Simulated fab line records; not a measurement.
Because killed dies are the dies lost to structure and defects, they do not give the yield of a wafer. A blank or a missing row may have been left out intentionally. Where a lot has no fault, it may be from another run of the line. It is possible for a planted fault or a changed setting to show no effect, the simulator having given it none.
fab line records	flow sky130
[record] lots = 4	wafers = 12	lastDay = 49
route steps=708 shown METAL3@565 VIA3@573 METAL4@598 CAP2M@603 PAD_OPEN@708
lots untouched by any fault: they come from a run of this same line in which no faults occurred
startH: the number of hours between the record's first day and the start of the first shown wafer of the lot	waitH: how many hours have passed since the lot's step before this one	" identical to the entry in the row above	L1.1+2: a single row standing in for several wafers	- no value, or no start given	* or withheld: withheld	< > ~ a bound
route shown NAME@n: a module of which the file shows steps, and the number in the route of the first	usual: the fault-free wafers' mean and standard deviation	same: alike in all rows	chamber/n: place in a boat	sites: the reading at each site	_std_site: their standard deviation	_edge_site: outer sites' mean less inner sites'	radiusMm: how far each site lies from the wafer's centre	mask NAME#n: copy n	behind: tool/chamber where the wafer was last shaped	hold: why the lot was held/for how many hours/how that ended	device: names the non-switching transistor (n, p or np)	end of line: tests of these same wafers at the route's end	a step with no rows: only its recipe	killed: count of dies lost to structure and defects at first sort (not the wafer's yield)	map: a wafer's dies, marking killed ones x, the rest . and places with no die _
set.NAME: setting as actually run; set.NAME@STEP: the setting as run at that earlier step	model.NAME: the simulator's own value behind a step, which no gauge read
lots seen at some steps along the route; tables by step, rows by wafer
services: when a tool's chamber went out of use (startH, in hours from the record's first day, below 0 if earlier), for how many hours, and the reason
[[steps]]
[step SKY_METAL3_DESCUM_15]
[recipe] chemistry = O2	sourcePowerW = 150	biasPowerW = 0	pressureMtorr = 10	tempC = 40	timeS = 8
[step SKY_METAL3_ETCH_16]
[recipe] chemistry = N2/H2	target = BARC	ionEnergyEv = 200	biasW = 100	pressureMtorr = 30	n2FlowSccm = 100	h2FlowSccm = 200	icpW = 500	stopOn = SiO2	timeS = 88.2	targetDepthA = 600
[step SKY_METAL3_ETCH_17]
[recipe] target = SiO2	stopOn = TiN	chemistry = C4F8/O2/Ar	sourceW = 1500	biasW = 1200	pressureMtorr = 40	c4f8FlowSccm = withheld	O2_flow_sccm = 6	Ar_flow_sccm = 300	timeS = 3.9	targetDepthA = 150
[step SKY_METAL3_METAL_ETCH_18]
[recipe] targetDepthA = 8450	stopOn = SiO2	overEtchFrac = 0.3	timeS = 183.1	chemistry = Cl2/BCl3	resistSidewallDeg = 88	pressureMtorr = 10	icpW = 900	biasW = 48.5	Cl2_flow_sccm = 60	bcl3FlowSccm = 30
[step SKY_METAL3_STRIP_19]
[recipe] chemistry = O2/N2	powerW = 1400	pressureMtorr = 1500	platenTempC = withheld	o2FlowSccm = 3000	n2FlowSccm = 300	overashFraction = 0.5
[step SKY_METAL3_STRIP_20]
[recipe] chemistry = postEtchResidueRemover	timeS = 1200	tempC = 72.5
[step SKY_METAL3_CLEAN_21]
[recipe] chemistry = IPA	timeS = 180	tempC = 25
[step SKY_METAL3_CLEAN_22]
[recipe] chemistry = O3/DIW	dry = n2Spin
[step SKY_VIA3_HDPCVD_00]
[recipe] material = SiO2	targetThkNm = 1635	sigmaOpenFrac = 0.3	timeS = 272.5	tempC = 400	sih4FlowSccm = 60	pressureMtorr = 6
[step SKY_VIA3_CMP_02]
[recipe] material = SiO2	downForcePsi = 4	platenRpm = 60	padVelocityMS = 0.94248
[usual] motorCurrentA = 12.0/0.91	slurryFlowMlMin = 150.0/0.41
lot.wafer	tool	chamber	startH	waitH	motorCurrentA	slurryFlowMlMin	model.SiO2_of_VIA3_HDPCVD_00.thkNm
L992.1	cmp-01	0	957.47	0.1	14.0	150.0	465
L992.3	"	1	"	"	10.9	149.5	465.6
L992.2	"	2	"	"	12.3	150.7	467
L100.1	cmp-01	2	1010.84	0.1	11.3	150.6	464.3
L100.5	"	1	"	"	11.7	150.6	510.3
L100.6	"	2	"	"	12.3	149.1	465
L101.1	cmp-01	1	1021.85	0.1	11.3	149.5	464.5
L101.3	"	2	"	"	12.2	151.0	511.5
L101.5	"	0	"	"	13.6	150.5	510.6
L104.3	cmp-02	3	1034.97	0.1	10.7	149.5	467.7
L104.5	"	2	"	"	12.0	149.7	465.4
L104.6	"	3	"	"	10.9	150.2	466.2
[step SKY_VIA3_BOW_MEAS_03]
[recipe] mode = bow
[usual] VIA3_BOW = 81/7.2
lot.wafer	tool	chamber	startH	waitH	hold	VIA3_BOW[um]
L992.1	filmMetro-02	-	957.77	0.2	-	81
L992.2	"	-	"	"	-	83
L992.3	"	-	"	"	-	82
L100.1	filmMetro-02	-	1011.09	0.2	awaitDispo/0.2h/release	76
L100.5	"	-	"	"	awaitDispo/0.2h/release	83
L100.6	"	-	"	"	awaitDispo/0.2h/release	89
L100.1	filmMetro-02	-	1011.37	0.3	-	-
L100.5	"	-	"	"	-	-
L100.6	"	-	"	"	-	-
L101.1	filmMetro-01	-	1022.05	0.1	awaitDispo/0.2h/release	80
L101.3	"	-	"	"	awaitDispo/0.2h/release	88
L101.5	"	-	"	"	awaitDispo/0.2h/release	97
L101.1	filmMetro-01	-	1022.40	0.3	-	-
L101.3	"	-	"	"	-	-
L101.5	"	-	"	"	-	-
L104.3	filmMetro-02	-	1035.26	0.2	-	81
L104.5	"	-	"	"	-	85
L104.6	"	-	"	"	-	84
[step SKY_VIA3_HMDS_05]
[recipe] primeTimeS = 60	primeTempC = 120
[step SKY_VIA3_COAT_06]
[recipe] resist = BARC	tempC = withheld	timeS = withheld	spinRpm = 3000	resistThkNm = 60
[step SKY_VIA3_COAT_07]
[recipe] resist = KrF-thick	spinRpm = 3000	resistThkNm = 450
[step SKY_VIA3_SOFTBAKE_08]
[recipe] tempC = 100	timeS = 90	resist = KrF-thick
[step SKY_VIA3_EXPOSE_09]
[recipe] maskId = VIM3	na = 0.8	sourceShape = annular	sigmaInner = 0.55	sigmaOuter = 0.85	targetCdNm = 200	doseMj = 38
[step SKY_VIA3_PEB_10]
[recipe] pebTempC = withheld	pebTimeS = withheld	resist = KrF-thick
[step SKY_VIA3_DEVELOP_11]
[recipe] developTimeS = 60	resist = KrF-thick	devTempC = 21
[step SKY_VIA3_ETCH_14]
[recipe] chemistry = N2/H2	target = BARC	ionEnergyEv = 200	sourceW = 500	biasW = 100	pressureMtorr = 30	n2FlowSccm = 100	h2FlowSccm = 200	stopOn = SiO2	timeS = 45.9	targetDepthA = 600
[step SKY_VIA3_ETCH_15]
[recipe] target = SiO2	chemistry = C4F8/O2/Ar	targetDepthNm = 507	stopOn = TiN	maskMaterial = KrF-thick	sourceW = 1500	biasW = 1200	pressureMtorr = 40	c4f8FlowSccm = withheld	O2_flow_sccm = 6	Ar_flow_sccm = 300	timeS = 78
[usual] oesProductAu = 0.946/0.0045	rfFwdPowerW = 1489/5.2
lot.wafer	tool	chamber	startH	waitH	oesProductAu	rfFwdPowerW	rfHoursCounterH	model.VIA3.featureDepthNm	model.etch.depthNm
L992.1	rieDiel-03	0	981.98	0.0	0.949	1494	13	465	465
L992.2	"	1	"	"	0.949	1491	10	467	467
L992.3	"	3	"	"	0.940	1492	21	465.6	465.6
L100.1	rieDiel-02	0	1033.88	0.0	0.942	1485	20	464.3	464.3
L100.5	"	0	"	"	0.988	1493	-	510.3	510.3
L100.6	"	1	"	"	0.943	1490	-	465	465
L101.1	rieDiel-02	0	1045.18	0.0	0.948	1476	21	464.5	464.5
L101.3	"	3	"	"	0.984	1493	19	495.7	495.7
L101.5	"	2	"	"	0.999	1497	-	510.4	510.4
L104.3	rieDiel-03	3	1057.66	0.0	0.962	1500	23	467.7	467.7
L104.5	"	3	"	"	0.941	1491	-	465.4	465.4
L104.6	"	0	"	"	0.945	1499	-	466.2	466.2
[step SKY_VIA3_STRIP_16]
[recipe] chemistry = O2/N2	powerW = 1400	pressureMtorr = 1500	platenTempC = withheld	o2FlowSccm = 3000	n2FlowSccm = 300	overashFraction = 0.5
[step SKY_VIA3_STRIP_17]
[recipe] chemistry = postEtchResidueRemover	timeS = 1200	tempC = 72.5
[step SKY_VIA3_CLEAN_18]
[recipe] chemistry = IPA	timeS = 180	tempC = 25
[step SKY_VIA3_CLEAN_19]
[recipe] chemistry = O3/DIW	dry = n2Spin
[step SKY_VIA3_SPUTTER_20]
[recipe] material = TiN	targetThkNm = 20	chamberPressurePa = 5	powerW = 4000	timeS = 80
[step SKY_VIA3_CVD_21]
[recipe] material = W	targetThkNm = 390	timeS = 117.31	tempC = 400	pressureTorr = 40
[step SKY_VIA3_CMP_24]
[recipe] stopOn = SiO2	tOverpolishS = 20	downForcePsi = 3.5	platenRpm = 60	targetThkNm = 0	padVelocityMS = 0.94248
[step SKY_METAL4_SPUTTER_00]
[recipe] material = Ti	targetThkNm = 15	powerW = 3000	timeS = 10	chamberPressurePa = 0.4
[step SKY_METAL4_SPUTTER_01]
[recipe] material = TiN	targetThkNm = 20	powerW = 6500	timeS = 16.7	chamberPressurePa = 0.4
[step SKY_METAL4_SPUTTER_02]
[recipe] material = AlCu	targetThkNm = 735	powerW = 10600	timeS = 39.1	chamberPressurePa = 0.4
[step SKY_METAL4_SPUTTER_03]
[recipe] material = Ti	targetThkNm = 5	powerW = 3000	timeS = 3.3	chamberPressurePa = 0.4
[step SKY_METAL4_SPUTTER_04]
[recipe] material = TiN	targetThkNm = 70	powerW = 6500	timeS = 58.3	chamberPressurePa = 0.4
[step SKY_CAP2M_CVD_00]
[recipe] material = SiO2	targetThkNm = 15.5	tempC = 400	timeS = withheld	rfW = 450
[step SKY_METAL4_METAL_ETCH_18]
[recipe] targetDepthA = 8450	stopOn = SiO2	overEtchFrac = 0.3	timeS = 183.1	chemistry = Cl2/BCl3	resistSidewallDeg = 88	pressureMtorr = 10	icpW = 900	biasW = 48.5	Cl2_flow_sccm = 60	bcl3FlowSccm = 30
[usual] drypumpMotorCurrentA = 5.7/0.47	oesProductAu = 0.867/0.0067	rfFwdPowerW = 897.2/2.7	throttleValvePct = 22.264/0.0086
lot.wafer	tool	chamber	startH	waitH	drypumpMotorCurrentA	oesProductAu	rfFwdPowerW	rfHoursCounterH	throttleValvePct	model.SiO2_of_VIA3_HDPCVD_00.thkNm
L992.1	rieMetal-04	1	1030.17	0.0	5.4	0.875	895.3	10	22.249	435.1
L992.2	"	0	"	"	5.8	0.873	900.0	7	22.273	436.6
L992.3	"	1	"	"	5.4	0.867	890.6	-	22.252	435.7
L100.1	rieMetal-03	1	1080.08	0.0	5.1	0.874	895.0	1	22.250	435.5
L100.5	"	1	"	"	5.1	0.870	899.2	-	22.269	481.6
L100.6	"	0	"	"	5.8	0.874	900.5	-	22.262	435.9
L101.1	rieMetal-02	0	1089.33	0.0	5.8	0.872	895.9	15	22.267	434.9
L101.3	"	1	"	"	6.5	0.875	895.6	-	22.269	481.8
L101.5	"	0	"	"	5.8	0.882	899.8	-	22.290	480.9
L104.3	rieMetal-03	0	1102.09	0.1	5.7	0.876	895.2	-	22.259	437.8
L104.5	"	1	"	"	5.1	0.864	899.4	-	22.259	436.2
L104.6	"	0	"	"	5.8	0.869	898.0	-	22.257	436.3
[step SKY_PAD_OPEN_PROBE_99]
[usual] defectLimitedYield = 82.7/1.9	killed_at_M0_to_M3 = 43/7.3	killed_at_M4_up = 3.1/1.7	killedAtContacts = 25/5.3	killedAtFrontEnd = 14/4.1	killedAtOther = 0.3/0.56	killedDies = 85/9.4	killedOpen = 46/7.4	killedShort = 38/5.8
[same] grossDies = 492	killedAtBackSide = 0
lot.wafer	tool	chamber	startH	waitH	defectLimitedYield[%]	killed_at_M0_to_M3	killed_at_M4_up	killedAtContacts	killedAtFrontEnd	killedAtOther	killedDies	killedOpen	killedShort	model.etest.tester.sort_bin_8_pct
L992.1	prober-02	-	1121.75	0.1	82.7	41	3	22	18	1	85	41	44	0
L992.2	prober-02	-	1121.80	0.1	83.1	45	2	24	12	0	83	47	35	0
L992.3	prober-02	-	1121.85	0.2	84.1	47	2	17	12	0	78	45	32	0
L100.1	prober-02	-	1163.15	0.1	82.7	48	5	17	15	0	85	53	32	0
L100.5	prober-02	-	1163.35	0.2	79.3	43	2	33	24	0	102	58	43	0
L100.6	prober-02	-	1163.40	0.2	78.7	44	2	29	29	1	105	60	42	0
L101.1	prober-01	-	1169.31	0.1	83.1	47	4	23	9	0	83	43	39	0
L101.3	prober-01	-	1169.41	0.2	83.5	36	1	27	16	1	81	44	37	0.001069
L101.5	prober-01	-	1169.51	0.2	83.5	42	2	24	13	0	81	40	41	0
L104.3	prober-02	-	1181.58	0.2	81.3	46	0	29	17	0	92	57	35	0
L104.5	prober-02	-	1181.68	0.2	82.9	33	3	32	16	0	84	42	42	0
L104.6	prober-02	-	1181.73	0.2	79.1	48	1	36	18	0	103	68	35	0
// killed by level:class
L992.1 FIELD_ISO:geometricParticle:open=8 LI_CONTACT:geometricParticle:open=7 FIELD_ISO:geometricParticle:short=6 LOCAL_INTERCONNECT:geometricParticle:short=6 METAL1:geometricParticle:short=6 VIA1:geometricParticle:short=6 VIA1:geometricParticle:open=6 CONTACT:geometricParticle:short=5
L992.2 VIA3:geometricParticle:open=9 VIA1:geometricParticle:open=8 FIELD_ISO:geometricParticle:open=6 CONTACT:geometricParticle:open=6 VIA1:geometricParticle:short=6 LI_CONTACT:geometricParticle:open=5 LOCAL_INTERCONNECT:geometricParticle:short=5 METAL3:geometricParticle:short=4
L992.3 VIA1:geometricParticle:open=10 VIA3:geometricParticle:open=8 LI_CONTACT:geometricParticle:open=6 CONTACT:geometricParticle:short=6 VIA2:geometricParticle:open=6 METAL2:geometricParticle:short=5 FIELD_ISO:geometricParticle:short=4 METAL1:geometricParticle:short=4
L100.1 VIA3:geometricParticle:open=11 VIA2:geometricParticle:open=10 VIA1:geometricParticle:open=9 CONTACT:geometricParticle:open=8 POLY_GATE:geometricParticle:open=6 FIELD_ISO:geometricParticle:open=5 VIA1:geometricParticle:short=5 METAL4:geometricParticle:short=5
L100.5 VIA1:geometricParticle:open=13 CONTACT:geometricParticle:open=11 LI_CONTACT:geometricParticle:open=10 POLY_GATE:geometricParticle:short=7 POLY_GATE:geometricParticle:open=7 FIELD_ISO:geometricParticle:short=5 CONTACT:geometricParticle:short=5 VIA2:geometricParticle:open=5
L100.6 VIA1:geometricParticle:open=13 POLY_GATE:geometricParticle:open=11 POLY_GATE:geometricParticle:short=8 LI_CONTACT:geometricParticle:open=8 VIA2:geometricParticle:open=8 CONTACT:geometricParticle:open=7 VIA3:geometricParticle:open=5 METAL3:geometricParticle:short=5
L101.1 CONTACT:geometricParticle:open=12 VIA1:geometricParticle:open=10 VIA2:geometricParticle:open=8 LI_CONTACT:geometricParticle:open=6 METAL1:geometricParticle:short=6 FIELD_ISO:geometricParticle:short=5 VIA2:geometricParticle:short=5 VIA3:geometricParticle:short=5
L101.3 VIA1:geometricParticle:open=13 LI_CONTACT:geometricParticle:open=8 CONTACT:geometricParticle:open=7 LOCAL_INTERCONNECT:geometricParticle:short=6 FIELD_ISO:geometricParticle:short=5 POLY_GATE:geometricParticle:short=5 VIA3:geometricParticle:open=4 CONTACT:geometricParticle:short=4
L101.5 CONTACT:geometricParticle:open=12 VIA3:geometricParticle:open=10 VIA1:geometricParticle:open=8 METAL1:geometricParticle:short=7 LOCAL_INTERCONNECT:geometricParticle:short=6 METAL2:geometricParticle:short=5 FIELD_ISO:geometricParticle:short=4 POLY_GATE:geometricParticle:short=4
L104.3 VIA2:geometricParticle:open=11 CONTACT:geometricParticle:open=11 VIA3:geometricParticle:open=9 VIA1:geometricParticle:open=8 LI_CONTACT:geometricParticle:open=8 POLY_GATE:geometricParticle:short=7 POLY_GATE:geometricParticle:open=5 METAL1:geometricParticle:short=5
L104.5 CONTACT:geometricParticle:short=9 CONTACT:geometricParticle:open=9 LI_CONTACT:geometricParticle:open=7 VIA3:geometricParticle:open=6 VIA1:geometricParticle:open=6 METAL2:geometricParticle:short=6 FIELD_ISO:geometricParticle:short=4 METAL1:geometricParticle:short=4
L104.6 CONTACT:geometricParticle:open=18 VIA2:geometricParticle:open=13 VIA1:geometricParticle:open=9 LI_CONTACT:geometricParticle:open=8 METAL2:geometricParticle:short=8 FIELD_ISO:geometricParticle:open=7 VIA3:geometricParticle:short=5 METAL1:geometricParticle:short=4
[[services]]
tool	chamber	startH	hours	kind
rieMetal-03	0	949.59	1.5	repair
cmp-01	-	951.11	1.2	repair
rieMetal-03	-	959.00	2.8	pm
rieDiel-02	-	959.69	2.8	pm
rieDiel-02	3	979.19	4.8	repair
rieMetal-04	-	980.25	7.6	repair
rieDiel-02	1	1013.81	16.5	repair
cmp-01	-	1017.35	0.9	repair
rieMetal-02	-	1019.13	0.2	repair
rieDiel-02	0	1028.69	2.1	repair
cmp-01	-	1052.90	5.4	repair
rieMetal-03	1	1055.00	-	clean
rieMetal-03	1	1055.00	14.1	scheduledDown
rieMetal-03	1	1055.00	14.1	ventCycle
rieDiel-02	2	1057.00	4.5	repair
rieMetal-04	-	1059.47	2.4	repair
cmp-01	-	1084.11	4.0	pm
cmp-01	-	1088.11	-	consumableReplace:conditioner
cmp-01	-	1088.11	-	consumableReplace:pad
cmp-01	-	1093.94	9.8	pm
[[key]]
[firstSign] step = SKY_VIA3_BOW_MEAS_03	reading = visit	direction = added
[effect] step = SKY_VIA3_ETCH_15	reading = oesProductAu	direction = up	sigmas = 9.9	usual = 0.946	struck = 0.990
[modelEffect] step = SKY_VIA3_CMP_02	value = SiO2_of_VIA3_HDPCVD_00.thkNm	without = 464.3	struck = 510.8
[modelEffect] step = SKY_VIA3_ETCH_15	value = VIA3.featureDepthNm	without = 464.3	struck = 505.5
[modelEffect] step = SKY_METAL4_METAL_ETCH_18	value = SiO2_of_VIA3_HDPCVD_00.thkNm	without = 434.9	struck = 481.4
[modelEffect] step = SKY_PAD_OPEN_PROBE_99	value = etest.tester.sort_bin_8_pct	without = 0	struck = 0.0003563
metAt SKY_VIA3_CMP_02
struckWafers L100.5,L101.3,L101.5
onsetBetween 957.47 1010.84
[fault] kind = processParameterDrift	tool = cmp-01	chamber = -	onsetH = 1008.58	steps = SKY_VIA3_CMP_02	channel = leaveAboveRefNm	offset = 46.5	shape = step	endH = 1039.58	scope = struckWafersOnly	actsIn = theseRecipesOnly	stated = 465
